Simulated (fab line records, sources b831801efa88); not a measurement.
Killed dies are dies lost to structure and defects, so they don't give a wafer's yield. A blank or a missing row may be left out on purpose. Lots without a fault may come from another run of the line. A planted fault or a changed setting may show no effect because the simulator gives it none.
Which tool did it? | flow gf180mcu | 13 lots, 39 wafers sampled, at 4 steps of a route of 602

WHAT THE GAUGES READ, wafer by wafer
GF_LVPWELL_OVL_MEAS_07.
lot  | measured    | on         | LVPWELL_OVL (nm)
L421 | day 4 10:55 | overlay-01 | 0.1 0.9 -0.6
L422 | day 4 14:02 | overlay-01 | -1.3 -0.9 -0.5
L423 | day 4 18:23 | overlay-02 | -1.1 -0.8 -0.5
L424 | day 5 03:26 | overlay-02 | 0.6 -0.4 -0.3
L426 | day 5 13:04 | overlay-02 | 0.3 -0.1 -0.4
L427 | day 5 18:03 | overlay-02 | -3.3 -0.1 -0.9
L428 | day 5 21:46 | overlay-01 | 0.2 -0.7 -2.1
L433 | day 7 02:28 | overlay-01 | 2.2 1.4 -0.5
L434 | day 7 08:45 | overlay-02 | 0.7 -1.9 0.2
L438 | day 8 07:40 | overlay-02 | -0.8 -0.3 -1.3
L440 | day 8 17:41 | overlay-02 | -1.8 -2.7 -2.9
L441 | day 9 01:00 | overlay-02 | -0.5 -2.3 -0.5
L442 | day 9 05:23 | overlay-02 | -2.0 -0.7 -1.1

GF_HV_LDD_RS_MEAS_53: measures by four-point-probe.
lot  | measured     | on            | HV_LDD_RS (ohm/sq)
L421 | day 13 07:46 | film_metro-01 | 418.7 418.0 418.5
L422 | day 13 11:59 | film_metro-03 | 421.2 418.3 420.3
L423 | day 13 17:21 | film_metro-03 | 418.4 419.3 419.2
L424 | day 14 04:08 | film_metro-03 | 418.9 419.6 419.2
L426 | day 14 19:37 | film_metro-03 | 412.8 413.9 413.3
L427 | day 15 02:02 | film_metro-03 | 413.5 413.5 413.3
L428 | day 15 06:24 | film_metro-04 | 412.2 413.6 412.7
L433 | day 17 02:06 | film_metro-01 | 417.1 418.7 417.2
L434 | day 17 10:26 | film_metro-04 | 417.7 418.2 418.5
L438 | day 18 19:21 | film_metro-04 | 420.1 418.6 419.7
L440 | day 19 12:15 | film_metro-01 | 418.6 417.8 418.5
L441 | day 19 22:06 | film_metro-01 | 417.4 417.0 416.6
L442 | day 20 00:57 | film_metro-04 | 420.1 419.4 419.0

WHICH TOOL RAN EACH LOT (tool, then ch and the chambers of the sampled wafers, then the start)
lot  | GF_HV_LDD_IMPLANT_34            | GF_HV_LDD_STRIP_37
L421 | implanter-02 ch 0, day 12 10:53 | plasma_asher-01 ch 0,1, day 12 11:19
L422 | implanter-02 ch 0, day 12 14:50 | plasma_asher-01 ch 0,1, day 12 15:17
L423 | implanter-02 ch 0, day 12 20:13 | plasma_asher-02 ch 0,1, day 12 20:38
L424 | implanter-02 ch 0, day 13 06:15 | plasma_asher-02 ch 0,1, day 13 06:42
L426 | implanter-02 ch 0, day 13 21:44 | plasma_asher-01 ch 0,1, day 13 22:11
L427 | implanter-02 ch 0, day 14 03:48 | plasma_asher-02 ch 0,1, day 14 04:15
L428 | implanter-02 ch 0, day 14 08:18 | plasma_asher-01 ch 0,1, day 14 08:44
L433 | implanter-01 ch 0, day 16 02:31 | plasma_asher-03 ch 0,1, day 16 02:56
L434 | implanter-01 ch 0, day 16 08:57 | plasma_asher-03 ch 0,1, day 16 11:22
L438 | implanter-02 ch 0, day 17 18:30 | plasma_asher-03 ch 0,1, day 17 18:56
L440 | implanter-03 ch 0, day 18 10:14 | plasma_asher-02 ch 0,1, day 18 10:41
L441 | implanter-03 ch 0, day 18 20:39 | plasma_asher-01 ch 0, day 18 21:05
L442 | implanter-02 ch 0, day 19 00:11 | plasma_asher-02 ch 0,1, day 19 00:36
- GF_HV_LDD_IMPLANT_34
- GF_HV_LDD_STRIP_37: strips in O2/N2.

WHAT THE TOOLS THEMSELVES READ (means of the sampled wafers that have a number; where no wafer has one, the mark that the record gives instead)
GF_HV_LDD_IMPLANT_34.
lot  | tool         | dose_ions_cm2 | faraday_current_uA | tilt_deg (degrees)
L421 | implanter-02 | 7.501e+12     | 41.8               | 29.999
L422 | implanter-02 | 7.502e+12     | 42.2               | 29.989
L423 | implanter-02 | 7.508e+12     | 41.7               | 30.028
L424 | implanter-02 | 7.499e+12     | 41.7               | 29.988
L426 | implanter-02 | 9.693e+12     | 55.7               | 29.985
L427 | implanter-02 | 9.706e+12     | 55.3               | 30.013
L428 | implanter-02 | 9.697e+12     | 54.4               | 30.017
L433 | implanter-01 | 7.497e+12     | 41.9               | 30.011
L434 | implanter-01 | 7.495e+12     | 41.9               | 30.010
L438 | implanter-02 | 7.500e+12     | 42.2               | 30.017
L440 | implanter-03 | 7.509e+12     | 41.9               | 29.998
L441 | implanter-03 | 7.499e+12     | 42.4               | 29.999
L442 | implanter-02 | 7.498e+12     | 42.2               | 29.985

GF_HV_LDD_STRIP_37.
lot  | tool            | drypump_motor_current_A (A) | heater_power_w (W) | oes_product_au (a.u.) | strip_time_to_endpoint_s (s)
L421 | plasma_asher-01 | 5.85                        | 338                | 0.714                 | 12.60
L422 | plasma_asher-01 | 5.84                        | 338                | 0.713                 | 12.58
L423 | plasma_asher-02 | 5.79                        | 356                | 0.714                 | 12.65
L424 | plasma_asher-02 | 5.78                        | 353                | 0.714                 | 12.71
L426 | plasma_asher-01 | 6.13                        | 356                | 0.714                 | 12.60
L427 | plasma_asher-02 | 5.78                        | 352                | 0.718                 | 12.64
L428 | plasma_asher-01 | 6.11                        | 355                | 0.720                 | 12.62
L433 | plasma_asher-03 | 5.58                        | 312                | 0.715                 | 12.62
L434 | plasma_asher-03 | 5.61                        | 293                | 0.719                 | 12.63
L438 | plasma_asher-03 | 5.63                        | 293                | 0.715                 | 12.63
L440 | plasma_asher-02 | 5.77                        | 350                | 0.719                 | 12.59
L441 | plasma_asher-01 | 6.41                        | 378                | 0.719                 | 12.65
L442 | plasma_asher-02 | 5.77                        | 354                | 0.716                 | 12.61

THE ANSWER, worked out from the rows above alone
Rule: what is usual is taken from the lots themselves. Put in order of their means at a reading, lots are off if they are a third of the lots or fewer, leave a main group of 4 or more, and stand apart from it by a gap of 3 or more times the standard deviation of the main group's means; of several such gaps the widest counts. A main group whose means are all the same, to the digits that the tables above print for the reading, isn't used. A lot without any number at a reading at which 4 lots or more have one is off too. The other lots that the step has rows for count as sound. The gauges are gone through in route order, then the tools' own readings, and for those a lot's mean is taken as printed above. The first step at which some lot is off is used, and at that step the reading that is off furthest; a lot without a number counts as furthest.
Off: L426, L427, L428, at GF_HV_LDD_RS_MEAS_53 (HV_LDD_RS). The main group: mean 418.7 ohm/sq, standard deviation 0.87.
A tool fits if, at a process step before that reading, it ran every lot that is off, and no sound lot after the first of them. The gauges at GF_HV_LDD_RS_MEAS_53 aren't tried: what is off there is off at GF_HV_LDD_IMPLANT_34 too, on other tools, and a gauge's error can't cause that. None of those tried fits.

WHAT THE SIMULATOR HAD PUT IN
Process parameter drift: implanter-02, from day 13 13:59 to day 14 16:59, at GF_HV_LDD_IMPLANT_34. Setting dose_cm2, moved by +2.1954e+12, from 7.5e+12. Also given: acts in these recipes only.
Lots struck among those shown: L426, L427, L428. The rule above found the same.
